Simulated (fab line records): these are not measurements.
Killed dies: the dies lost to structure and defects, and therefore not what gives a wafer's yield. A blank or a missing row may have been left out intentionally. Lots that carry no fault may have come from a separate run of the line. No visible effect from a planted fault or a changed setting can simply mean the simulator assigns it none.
Problem report, 8D (eight disciplines) form, completed by code :: flow sky130 :: the parts of the form that need people (team, actions taken, sign-off) are left out

1. WHAT IS WRONG
Mean of heaterPowerTotalW at SKY_RES_PROTECT_SOFTBAKE_03: 74.78 W across 2 wafers in 2 lots; on wafers with no fault it is 56.59 W (standard deviation 0.045). That is +99 or more standard deviations from the usual mean.
The step: time 60 s.
First seen on wafer L231.4, day 19 20:25, on lithoTrack-04. At this step, 36 wafers from 12 lots have a number in the record. The rule behind "out" and "out of limits": a value lying over 4 standard deviations away from the usual mean. All remaining wafers that have a number are taken as sound.

2. WHAT THIS IS AND IS NOT
question: which readings at this step
is: heaterPowerTotalW, runLengthS
is not: chillPlateTempC

question: which lots
is: L231, L233
is not: L220, L221, L222, L223, L227, L235, L236, L239, L240, L241

question: which wafers of those lots
is: L231.4, L233.4
is not: L231.5, L231.6, L233.1, L233.6

question: read on which tools
is: lithoTrack-04
is not: lithoTrack-02, lithoTrack-03

question: when
is: from day 19 20:25
is not: up to then (17 sound wafers); but 17 sound wafers of L233, L235, L236, L239, L240, L241 came after

3. THE SUSPECTS, EACH WITH WHAT RULES IT OUT
Counting: a tool at a process step up to the reading stays a suspect if it ran every lot that is out. Sound lots after the first of them don't rule it out here, since some wafers of a struck lot are sound.
- lithoTrack-04 at SKY_RES_PROTECT_SOFTBAKE_03 (time 60 s): kept. It processed each lot that is out (first: L231, day 19 20:25); up to then, its last sound lot is L223 (day 16 19:14). Its own readings are out on those wafers: heaterPowerTotalW, runLengthS.
Remaining after the count: lithoTrack-04 at SKY_RES_PROTECT_SOFTBAKE_03.

4. THE CAUSE (what the simulator had put in)
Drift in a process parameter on lithoTrack-04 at SKY_RES_PROTECT_SOFTBAKE_03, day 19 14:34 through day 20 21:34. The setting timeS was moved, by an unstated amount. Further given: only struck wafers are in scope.
After counting, this tool was the only one left.

5. THE CHAIN OF EFFECTS, in route order
Each row: a reading whose mean over the struck wafers that have a number lies more than 3 standard deviations from the usual. Scope: only readings with a usual standard deviation given in the record; hours: median across lots of the time from each lot's start at the first step in this table that gives one to its start at this step; sigmas: change in usual standard deviations.
hours: 0
step: SKY_RES_PROTECT_SOFTBAKE_03
reading: heaterPowerTotalW
usual: 56.59 W
on struck wafers: 74.78
change: +18.19
sigmas: +99 or more

hours: 0
step: SKY_RES_PROTECT_SOFTBAKE_03
reading: runLengthS
usual: 89.27 s
on struck wafers: 54.19
change: -35.08
sigmas: -99 or more

hours: 17
step: SKY_RES_PROTECT_STRIP_07
reading: stripTimeToEndpointS
usual: 23.23 s
on struck wafers: 23.45
change: +0.22
sigmas: +4.5
Process steps it contains:
- SKY_RES_PROTECT_SOFTBAKE_03: time 60 s.
- SKY_RES_PROTECT_STRIP_07: strips in O2/N2.

6. WHAT WOULD HAVE CAUGHT IT SOONER
The fault began at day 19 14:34; the first out-of-limits reading in this record came at day 19 20:25, 6 hours later.
